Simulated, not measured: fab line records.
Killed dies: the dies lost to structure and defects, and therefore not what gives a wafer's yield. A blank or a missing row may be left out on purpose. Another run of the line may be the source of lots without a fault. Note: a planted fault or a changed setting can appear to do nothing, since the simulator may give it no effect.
fab line records -- flow sky130
record: lots: 7, wafers: 21, lastDay: 50
route steps=708 shown RES_XHIGH@336 SD_N@342 PAD_OPEN@708
lots that met no fault: taken from a fault-free run of the same line
startH: the number of hours between the record's first day and the start of the first shown wafer of the lot -- waitH: hours elapsed since this lot's preceding step -- " same as the row above -- L1.1+2: several wafers, shown together as one row -- - no value, or no start given -- * or withheld: withheld -- < > ~ a bound
route shown NAME@n: a module of which the file shows steps, and the number in the route of the first -- usual: average and standard deviation across the fault-free wafers -- same: alike in all rows -- chamber/n: place in a boat -- sites: each site's reading -- _std_site: how widely they spread, as a standard deviation -- _edge_site: outer sites' mean less inner sites' -- radiusMm: for every site, how far away it sits from the centre of the wafer -- mask NAME#n: copy n -- behind: the tool/chamber that last shaped the wafer -- hold: reason for holding the lot/hours on hold/outcome of the hold -- device: whichever transistor did not switch (one of n, p or np) -- end of line: at the end of the route, the tests of the same wafers -- a step given without rows: its recipe and nothing more -- killed: dies that structure and defects cost at the first sort, which is not the same as the wafer's yield -- map: the dies of a wafer, with x for killed, . for not killed, _ for no die there
set.NAME: the run value of the setting; set.NAME@STEP: its run value at that earlier step -- model.NAME: the simulator's own value behind a step, which no gauge read
certain route steps with their lots: each step a table, each wafer a row
services: from which hour (startH, from the record's first day; less than 0 if before it) a tool's chamber was out of use, for how many hours, and why
== steps ==
step: SKY_RES_XHIGH_EXPOSE_04
recipe: maskId: URPM, na: 0.6, sourceShape: conventional, sigmaOuter: 0.6, polarization: unpolarized, targetCdNm: 1270, doseMj: 140
step: SKY_RES_XHIGH_PEB_05
recipe: tempC: withheld, timeS: *, resist: NOVOLAK
step: SKY_RES_XHIGH_DEVELOP_06
recipe: resist: NOVOLAK, developer: TMAH, developTimeS: 60, devTempC: 22.48
step: SKY_RES_XHIGH_IMPLANT_07
recipe: species: BF2, energyKev: 20, doseCm2: 3.6e+14, tiltDeg: 0
step: SKY_RES_XHIGH_STRIP_08
recipe: chemistry: O2/N2, powerW: 1400, pressureMtorr: 1500, platenTempC: withheld, o2FlowSccm: 3000, n2FlowSccm: 300, overashFraction: 0.5
usual: drypumpMotorCurrentA: 5.6/0.45, o2FlowSccm: 3000/9.6, oesProductAu: 0.711/0.0042, stripTimeToEndpointS: 14.29/0.041
lot.wafer,tool,chamber,startH,waitH,drypumpMotorCurrentA,o2FlowSccm,oesProductAu,rfHoursCounterH,stripTimeToEndpointS
L797.1,plasmaAsher-03,1,684.31,0.1,6.3,3013,0.715,88,14.22
L797.2,plasmaAsher-03,0,684.31,0.1,6.2,3000,0.706,88,14.25
L797.5,plasmaAsher-03,1,684.31,0.1,6.3,3006,0.714,-,14.23
L799.2,plasmaAsher-03,0,699.25,0.1,6.2,2987,0.712,89,14.29
L799.4,plasmaAsher-03,0,699.25,0.1,6.1,2992,0.707,-,14.27
L799.5,plasmaAsher-03,1,699.25,0.1,6.3,2996,0.706,-,14.23
L806.1,plasmaAsher-02,1,753.65,0.1,5.8,3001,0.710,31,14.23
L806.5,plasmaAsher-02,1,753.65,0.1,5.8,3001,0.709,-,14.18
L806.6,plasmaAsher-02,0,753.65,0.1,5.8,3002,0.717,-,14.22
L805.3,plasmaAsher-01,0,756.79,0.1,4.9,3015,0.720,-,14.28
L805.4,plasmaAsher-01,1,756.79,0.1,5.4,3002,0.712,-,14.29
L805.6,plasmaAsher-01,0,756.79,0.1,4.9,3001,0.709,-,14.31
L807.3,plasmaAsher-01,1,760.59,0.1,5.4,3007,0.712,-,14.27
L807.4,plasmaAsher-01,0,760.59,0.1,4.9,3010,0.711,-,14.31
L807.6,plasmaAsher-01,1,760.59,0.1,5.4,3005,0.717,-,14.29
L811.1,plasmaAsher-01,1,789.72,0.1,5.4,3004,0.709,67,14.34
L811.5,plasmaAsher-01,0,789.72,0.1,4.9,3016,0.705,-,14.32
L811.6,plasmaAsher-01,1,789.72,0.1,5.4,2980,0.709,-,14.35
L813.3,plasmaAsher-01,1,801.43,0.1,5.4,3004,0.713,-,14.33
L813.4,plasmaAsher-01,0,801.43,0.1,5.0,3007,0.713,-,14.31
L813.6,plasmaAsher-01,0,801.43,0.1,4.9,2998,0.710,-,14.31
step: SKY_RES_XHIGH_TW_MEAS_09
usual: RES_XHIGH_TW: 1655/19
lot.wafer,tool,chamber,startH,waitH,RES_XHIGH_TW
L797.1,filmMetro-02,-,684.41,0.1,1658
L797.2,filmMetro-02,-,684.41,0.1,1672
L797.5,filmMetro-02,-,684.41,0.1,1664
L799.2,filmMetro-01,-,699.36,0.1,1680
L799.4,filmMetro-01,-,699.36,0.1,1681
L799.5,filmMetro-01,-,699.36,0.1,1679
L806.1,filmMetro-03,-,753.75,0.1,1630
L806.5,filmMetro-03,-,753.75,0.1,1624
L806.6,filmMetro-03,-,753.75,0.1,1633
L805.3,filmMetro-01,-,756.88,0.1,1665
L805.4,filmMetro-01,-,756.88,0.1,1663
L805.6,filmMetro-01,-,756.88,0.1,1671
L807.3,filmMetro-01,-,760.68,0.1,1669
L807.4,filmMetro-01,-,760.68,0.1,1665
L807.6,filmMetro-01,-,760.68,0.1,1671
L811.1,filmMetro-01,-,789.82,0.1,1680
L811.5,filmMetro-01,-,789.82,0.1,1677
L811.6,filmMetro-01,-,789.82,0.1,1677
L813.3,filmMetro-03,-,801.52,0.1,1628
L813.4,filmMetro-03,-,801.52,0.1,1635
L813.6,filmMetro-03,-,801.52,0.1,1634
step: SKY_SD_N_DEHYDRATE_00
recipe: tempC: 200, timeS: 60
step: SKY_SD_N_HMDS_01
recipe: primeTimeS: 60, primeTempC: 120
step: SKY_SD_N_COAT_02
recipe: resist: NOVOLAK, spinRpm: 3000, resistThkNm: 1140
step: SKY_SD_N_SOFTBAKE_03
recipe: tempC: 90, timeS: 60, resist: NOVOLAK
step: SKY_SD_N_EXPOSE_04
recipe: maskId: NSDM, na: 0.6, sourceShape: conventional, sigmaOuter: 0.6, polarization: unpolarized, targetCdNm: 380, doseMj: 141
step: SKY_SD_N_PEB_05
recipe: tempC: withheld, timeS: *, resist: NOVOLAK
step: SKY_SD_N_DEVELOP_06
recipe: resist: NOVOLAK, developer: TMAH, developTimeS: 60, devTempC: 23
usual: chillPlateTempC: 23.00/0.11, developerTempC: 23.00/0.094
lot.wafer,tool,chamber,startH,waitH,chillPlateTempC,developerTempC
L797.1,lithoTrack-04,0,711.17,0.1,23.04,23.05
L797.2,lithoTrack-04,0,711.17,0.1,23.16,22.86
L797.5,lithoTrack-04,0,711.17,0.1,22.89,22.99
L799.2,lithoTrack-04,0,726.65,0.1,23.08,23.03
L799.4,lithoTrack-04,0,726.65,0.1,22.94,23.03
L799.5,lithoTrack-04,0,726.65,0.1,22.88,22.83
L806.1,lithoTrack-03,0,780.20,0.1,22.82,23.08
L806.5,lithoTrack-03,0,780.20,0.1,22.84,23.01
L806.6,lithoTrack-03,0,780.20,0.1,22.93,23.04
L805.3,lithoTrack-04,0,784.17,0.1,23.11,20.70
L805.4,lithoTrack-04,0,784.17,0.1,23.08,20.76
L805.6,lithoTrack-04,0,784.17,0.1,22.93,20.80
L807.3,lithoTrack-04,0,787.92,0.1,23.02,20.79
L807.4,lithoTrack-04,0,787.92,0.1,23.14,20.66
L807.6,lithoTrack-04,0,787.92,0.1,23.07,20.71
L811.1,lithoTrack-04,0,815.52,0.1,23.03,20.80
L811.5,lithoTrack-04,0,815.52,0.1,23.00,20.73
L811.6,lithoTrack-04,0,815.52,0.1,23.04,20.67
L813.3,lithoTrack-02,0,827.37,0.1,23.06,22.94
L813.4,lithoTrack-02,0,827.37,0.1,23.04,22.82
L813.6,lithoTrack-02,0,827.37,0.1,23.07,22.80
step: SKY_SD_N_CD_MEAS_07
recipe: targetCdNm: 380
usual: cdNm: 380.2/2.2
lot.wafer,tool,chamber,startH,waitH,hold,cdNm
L797.1,cdSem-01,-,711.32,0.1,-,378.1
L797.2,cdSem-01,-,711.32,0.1,-,378.6
L797.5,cdSem-01,-,711.32,0.1,-,380.0
L799.2,cdSem-02,-,726.79,0.1,-,384.4
L799.4,cdSem-02,-,726.79,0.1,-,385.6
L799.5,cdSem-02,-,726.79,0.1,-,381.4
L806.1,cdSem-01,-,780.35,0.1,-,381.4
L806.5,cdSem-01,-,780.35,0.1,-,381.9
L806.6,cdSem-01,-,780.35,0.1,-,381.8
L805.3,cdSem-01,-,784.31,0.1,-,385.0
L805.4,cdSem-01,-,784.31,0.1,-,385.9
L805.6,cdSem-01,-,784.31,0.1,-,386.1
L807.3,cdSem-02,-,788.06,0.1,awaitDispo/0.2h/release,389.8
L807.4,cdSem-02,-,788.06,0.1,awaitDispo/0.2h/release,392.0
L807.6,cdSem-02,-,788.06,0.1,awaitDispo/0.2h/release,387.9
L807.3,cdSem-02,-,788.35,0.3,-,390.3
L807.4,cdSem-02,-,788.35,0.3,-,391.8
L807.6,cdSem-02,-,788.35,0.3,-,388.3
L811.1,cdSem-02,-,815.67,0.1,-,386.4
L811.5,cdSem-02,-,815.67,0.1,-,386.1
L811.6,cdSem-02,-,815.67,0.1,-,383.6
L813.3,cdSem-02,-,827.51,0.1,-,384.1
L813.4,cdSem-02,-,827.51,0.1,-,382.7
L813.6,cdSem-02,-,827.51,0.1,-,379.1
step: SKY_SD_N_OVL_MEAS_08
usual: SD_N_OVL: -0.3/1.3
lot.wafer,tool,chamber,startH,waitH,hold,SD_N_OVL[nm]
L797.1,overlay-02,-,711.44,0.1,-,1.8
L797.2,overlay-02,-,711.44,0.1,-,1.4
L797.5,overlay-02,-,711.44,0.1,-,1.8
L799.2,overlay-01,-,726.90,0.1,-,-1.7
L799.4,overlay-01,-,726.90,0.1,-,0.9
L799.5,overlay-01,-,726.90,0.1,-,0.0
L806.1,overlay-01,-,780.47,0.1,-,2.1
L806.5,overlay-01,-,780.47,0.1,-,1.1
L806.6,overlay-01,-,780.47,0.1,-,0.5
L805.3,overlay-01,-,784.40,0.1,-,-1.1
L805.4,overlay-01,-,784.40,0.1,-,0.8
L805.6,overlay-01,-,784.40,0.1,-,-0.8
L807.3,overlay-02,-,801.07,12.7,awaitDispo/12.6h/release,-2.8
L807.4,overlay-02,-,801.07,12.7,awaitDispo/12.6h/release,-1.8
L807.6,overlay-02,-,801.07,12.7,awaitDispo/12.6h/release,-1.2
L811.1,overlay-01,-,815.79,0.1,-,-1.7
L811.5,overlay-01,-,815.79,0.1,-,-0.9
L811.6,overlay-01,-,815.79,0.1,-,-0.2
L813.3,overlay-01,-,827.60,0.1,-,0.4
L813.4,overlay-01,-,827.60,0.1,-,-1.4
L813.6,overlay-01,-,827.60,0.1,-,-0.5
step: SKY_PAD_OPEN_PROBE_99
usual: killed_at_M0_to_M3: 44/6.5, killed_at_M4_up: 3.0/1.5, killedAtContacts: 25/5.1, killedAtFrontEnd: 14/4.1, killedAtOther: 0.3/0.57, killedDies: 87/9.5, killedOpen: 48/6.8, killedShort: 39/6.2
same: grossDies: 492, killedAtBackSide: 0
lot.wafer,tool,chamber,startH,waitH,killed_at_M0_to_M3,killed_at_M4_up,killedAtContacts,killedAtFrontEnd,killedAtOther,killedDies,killedOpen,killedShort
L797.1,prober-01,-,1123.87,0.1,49,5,13,17,1,85,50,35
L797.2,prober-01,-,1123.92,0.1,51,2,15,14,1,83,42,41
L797.5,prober-01,-,1124.07,0.2,38,2,22,16,2,80,44,34
L799.2,prober-01,-,1136.58,0.1,39,2,19,16,0,76,41,35
L799.4,prober-01,-,1136.68,0.2,36,2,27,12,0,77,50,27
L799.5,prober-01,-,1136.73,0.2,59,5,23,7,0,94,46,48
L806.1,prober-01,-,1178.23,0.1,42,3,35,11,0,91,46,45
L806.5,prober-01,-,1178.43,0.2,32,4,31,24,0,91,53,38
L806.6,prober-01,-,1178.48,0.2,44,4,19,20,0,87,42,44
L805.3,prober-02,-,1178.98,0.2,48,2,35,20,0,105,66,39
L805.4,prober-02,-,1179.03,0.2,37,0,23,19,0,79,47,32
L805.6,prober-02,-,1179.13,0.2,42,2,26,12,1,83,52,31
L807.3,prober-01,-,1179.83,0.2,39,2,31,19,1,92,51,41
L807.4,prober-01,-,1179.88,0.2,40,4,26,15,0,85,48,35
L807.6,prober-01,-,1179.98,0.2,37,3,24,19,2,85,43,39
L811.1,prober-02,-,1196.62,0.1,38,6,21,5,0,70,36,34
L811.5,prober-02,-,1196.82,0.2,45,1,16,14,0,76,40,36
L811.6,prober-02,-,1196.87,0.2,48,3,17,11,0,79,46,33
L813.3,prober-01,-,1200.20,0.2,51,1,32,15,0,99,48,51
L813.4,prober-01,-,1200.25,0.2,46,2,23,3,0,74,40,34
L813.6,prober-01,-,1200.35,0.2,50,4,30,10,0,94,55,39
killed by level:class
L797.1 VIA1:geometricParticle:open=14 VIA2:geometricParticle:open=8 VIA3:geometricParticle:open=7 METAL1:geometricParticle:short=6 FIELD_ISO:geometricParticle:open=4 LI_CONTACT:geometricParticle:open=4 LOCAL_INTERCONNECT:geometricParticle:short=4 METAL2:geometricParticle:short=4
L797.2 METAL2:geometricParticle:short=8 CONTACT:geometricParticle:open=7 METAL1:geometricParticle:short=7 VIA1:geometricParticle:open=7 VIA2:geometricParticle:open=7 VIA3:geometricParticle:open=7 CONTACT:geometricParticle:short=6 FIELD_ISO:geometricParticle:open=5
L797.5 CONTACT:geometricParticle:open=13 METAL1:geometricParticle:short=7 FIELD_ISO:geometricParticle:open=5 VIA2:geometricParticle:open=5 POLY_GATE:geometricParticle:open=5 VIA2:geometricParticle:short=5 VIA1:geometricParticle:short=5 VIA3:geometricParticle:open=5
L799.2 VIA1:geometricParticle:open=9 CONTACT:geometricParticle:open=7 FIELD_ISO:geometricParticle:open=6 VIA3:geometricParticle:open=6 VIA1:geometricParticle:short=6 VIA2:geometricParticle:open=5 LOCAL_INTERCONNECT:geometricParticle:short=4 METAL2:geometricParticle:short=4
L799.4 VIA1:geometricParticle:open=10 CONTACT:geometricParticle:open=9 VIA2:geometricParticle:open=8 LI_CONTACT:geometricParticle:open=7 VIA3:geometricParticle:open=6 LOCAL_INTERCONNECT:geometricParticle:short=5 METAL2:geometricParticle:short=5 FIELD_ISO:geometricParticle:open=4
L799.5 CONTACT:geometricParticle:open=11 VIA2:geometricParticle:open=11 VIA1:geometricParticle:open=10 VIA3:geometricParticle:open=10 METAL1:geometricParticle:short=7 METAL2:geometricParticle:short=6 VIA1:geometricParticle:short=6 VIA3:geometricParticle:short=5
L806.1 LOCAL_INTERCONNECT:geometricParticle:short=10 VIA3:geometricParticle:open=9 CONTACT:geometricParticle:open=8 LI_CONTACT:geometricParticle:open=7 VIA1:geometricParticle:open=7 VIA2:geometricParticle:short=7 CONTACT:geometricParticle:short=6 METAL1:geometricParticle:short=5
L806.5 CONTACT:geometricParticle:open=16 FIELD_ISO:geometricParticle:open=8 VIA3:geometricParticle:open=8 VIA1:geometricParticle:open=7 FIELD_ISO:geometricParticle:short=6 LI_CONTACT:geometricParticle:open=6 VIA3:geometricParticle:short=6 CONTACT:geometricParticle:short=4
L806.6 CONTACT:geometricParticle:open=8 VIA3:geometricParticle:open=7 POLY_GATE:geometricParticle:short=7 METAL2:geometricParticle:short=7 VIA2:geometricParticle:open=6 VIA1:geometricParticle:short=6 VIA1:geometricParticle:open=6 METAL1:geometricParticle:short=5
L805.3 CONTACT:geometricParticle:open=19 VIA2:geometricParticle:open=10 LI_CONTACT:geometricParticle:open=9 METAL1:geometricParticle:short=7 VIA1:geometricParticle:open=7 VIA3:geometricParticle:open=7 METAL2:geometricParticle:short=6 FIELD_ISO:geometricParticle:open=4
L805.4 VIA1:geometricParticle:open=8 FIELD_ISO:geometricParticle:open=7 VIA3:geometricParticle:open=7 LI_CONTACT:geometricParticle:open=6 CONTACT:geometricParticle:short=6 CONTACT:geometricParticle:open=6 VIA1:geometricParticle:short=5 FIELD_ISO:geometricParticle:short=4
L805.6 VIA1:geometricParticle:open=15 LI_CONTACT:geometricParticle:open=9 CONTACT:geometricParticle:open=8 METAL1:geometricParticle:short=8 LOCAL_INTERCONNECT:geometricParticle:short=6 VIA3:geometricParticle:open=5 VIA2:geometricParticle:open=4 VIA1:geometricParticle:short=3
L807.3 VIA1:geometricParticle:open=15 CONTACT:geometricParticle:open=14 FIELD_ISO:geometricParticle:open=5 LI_CONTACT:geometricParticle:open=5 LOCAL_INTERCONNECT:geometricParticle:short=5 VIA3:geometricParticle:short=5 METAL2:geometricParticle:short=5 FIELD_ISO:geometricParticle:short=4
L807.4 CONTACT:geometricParticle:open=12 LI_CONTACT:geometricParticle:open=8 VIA1:geometricParticle:open=8 VIA3:geometricParticle:open=7 FIELD_ISO:geometricParticle:short=5 METAL1:geometricParticle:short=5 VIA1:geometricParticle:short=5 VIA2:geometricParticle:open=4
L807.6 CONTACT:geometricParticle:open=8 VIA1:geometricParticle:open=8 CONTACT:geometricParticle:short=7 VIA2:geometricParticle:open=6 FIELD_ISO:geometricParticle:short=5 FIELD_ISO:geometricParticle:open=5 VIA1:geometricParticle:short=5 METAL2:geometricParticle:short=5
L811.1 VIA1:geometricParticle:open=9 METAL2:geometricParticle:short=8 LOCAL_INTERCONNECT:geometricParticle:short=7 VIA3:geometricParticle:open=7 LI_CONTACT:geometricParticle:open=5 CONTACT:geometricParticle:short=5 VIA2:geometricParticle:open=5 METAL4:geometricParticle:short=5
L811.5 VIA1:geometricParticle:open=11 METAL1:geometricParticle:short=8 VIA2:geometricParticle:open=7 FIELD_ISO:geometricParticle:short=6 CONTACT:geometricParticle:short=5 LI_CONTACT:geometricParticle:open=4 CONTACT:geometricParticle:open=4 VIA1:geometricParticle:short=4
L811.6 VIA2:geometricParticle:open=14 VIA3:geometricParticle:open=7 VIA1:geometricParticle:short=6 CONTACT:geometricParticle:open=5 FIELD_ISO:geometricParticle:short=4 METAL1:geometricParticle:short=4 LI_CONTACT:geometricParticle:open=4 VIA1:geometricParticle:open=4
L813.3 CONTACT:geometricParticle:open=10 VIA1:geometricParticle:open=10 CONTACT:geometricParticle:short=9 METAL2:geometricParticle:short=8 VIA3:geometricParticle:open=7 VIA3:geometricParticle:short=6 LI_CONTACT:geometricParticle:open=6 METAL1:geometricParticle:short=6
L813.4 VIA1:geometricParticle:open=10 CONTACT:geometricParticle:open=9 METAL2:geometricParticle:short=7 METAL1:geometricParticle:short=6 LI_CONTACT:geometricParticle:short=5 LI_CONTACT:geometricParticle:open=5 VIA3:geometricParticle:short=4 VIA2:geometricParticle:open=4
L813.6 CONTACT:geometricParticle:open=16 VIA1:geometricParticle:open=13 METAL2:geometricParticle:short=9 VIA1:geometricParticle:short=8 VIA3:geometricParticle:open=7 LI_CONTACT:geometricParticle:open=6 FIELD_ISO:geometricParticle:open=4 CONTACT:geometricParticle:short=4
== services ==
tool,chamber,startH,hours,kind
plasmaAsher-01,-,663.86,1.5,repair
plasmaAsher-02,-,803.04,0.3,repair
lithoTrack-04,-,815.87,-,consumableReplace:filter
== key ==
firstSign: step: SKY_SD_N_DEVELOP_06, reading: developerTempC, direction: down, sigmas: 24, usual: *, struck: *
effect: step: SKY_SD_N_CD_MEAS_07, reading: cdNm, direction: up, sigmas: 3.1, usual: 380.2, struck: 387.0, through: controlLoop
metAt SKY_SD_N_DEVELOP_06
struckWafers L805.3,L805.4,L805.6,L807.3,L807.4,L807.6,L811.1,L811.5,L811.6
testerLeftOut L805,L807,L811
loopTrim: step: SKY_SD_N_EXPOSE_04, setting: dose, lots: L811
onsetBetween 726.65 784.17
fault: kind: processParameterDrift, tool: lithoTrack-04, chamber: -, onsetH: 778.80, steps: SKY_SD_N_DEVELOP_06, channel: devTempC, offset: *, shape: step, endH: 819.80, actsIn: *, stated: *
testerLeftOut: of these lots the tester's yield and bins aren't shown, on N5 and GAA mostly nor the transistor test; their killed dies are dies lost to structure and defects alone, not to doping, threshold or leakage, so they don't give the yield
loopTrim: a control loop set the setting to another value than it would have without faults
